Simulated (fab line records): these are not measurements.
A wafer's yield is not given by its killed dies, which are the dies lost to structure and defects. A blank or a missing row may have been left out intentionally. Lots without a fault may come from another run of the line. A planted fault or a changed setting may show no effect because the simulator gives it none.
Chamber matching -- flow gf180mcu -- rie_si-01 running GF_POLY_GATE_ETCH_13: 4 sister chambers
The step etches poly-Si in HBr/Cl2, stops on SiO2, target depth 198.5 nm, time 69.6 s. 8 wafers are shown with their chamber, then 7 later ones without.

== WAFERS WITH THEIR CHAMBER ==
wafer,chamber,oes_product_au (a.u.),rf_fwd_power_W (W)
L592.6,0,0.978,397.2
L595.1,3,0.998,397.1
L595.3,0,0.981,397.7
L596.3,3,0.999,400.8
L602.5,2,0.985,397.6
L602.6,1,0.990,396.6
L603.1,1,0.988,397.2
L603.4,2,1.005,396.0

== WAFERS WHOSE CHAMBER IS MISSING ==
wafer,oes_product_au (a.u.),rf_fwd_power_W (W)
L603.6,0.989,396.7
L604.1,0.983,397.0
L604.4,0.980,395.5
L604.5,0.980,396.4
L606.3,0.993,398.3
L606.4,0.987,399.8
L606.6,0.992,396.1

== WHICH CHAMBER EACH WENT THROUGH ==
wafer,from the rows above,in truth
L603.6,can't be placed: 1 or 2 or 0 or 3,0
L604.1,can't be placed: 0 or 1 or 2 or 3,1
L604.4,can't be placed: 0 or 1 or 2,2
L604.5,can't be placed: 0 or 1 or 2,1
L606.3,can't be placed: 3 or 2 or 1 or 0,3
L606.4,can't be placed: 3 or 0 or 1 or 2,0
L606.6,can't be placed: 2 or 1 or 0 or 3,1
Placed correctly: 0 of 7. From these rows, 7 cannot be placed; in 7 the true chamber is one of the candidates. Number placed wrongly: 0.
How it was worked out, from the rows above alone: a wafer's distance from a chamber is the root of the sum, over the readings, of the square of ((its reading less the chamber's mean) divided by the reading's scatter). The wafer belongs to the nearest chamber; if the next one is less than 2 further off, it can't be placed. For every chamber, the mean is computed from those of its wafers that are shown. The scatter: the root of (the sum of the squares of (reading less its chamber's mean) over the shown wafers, divided by (wafers less chambers)).
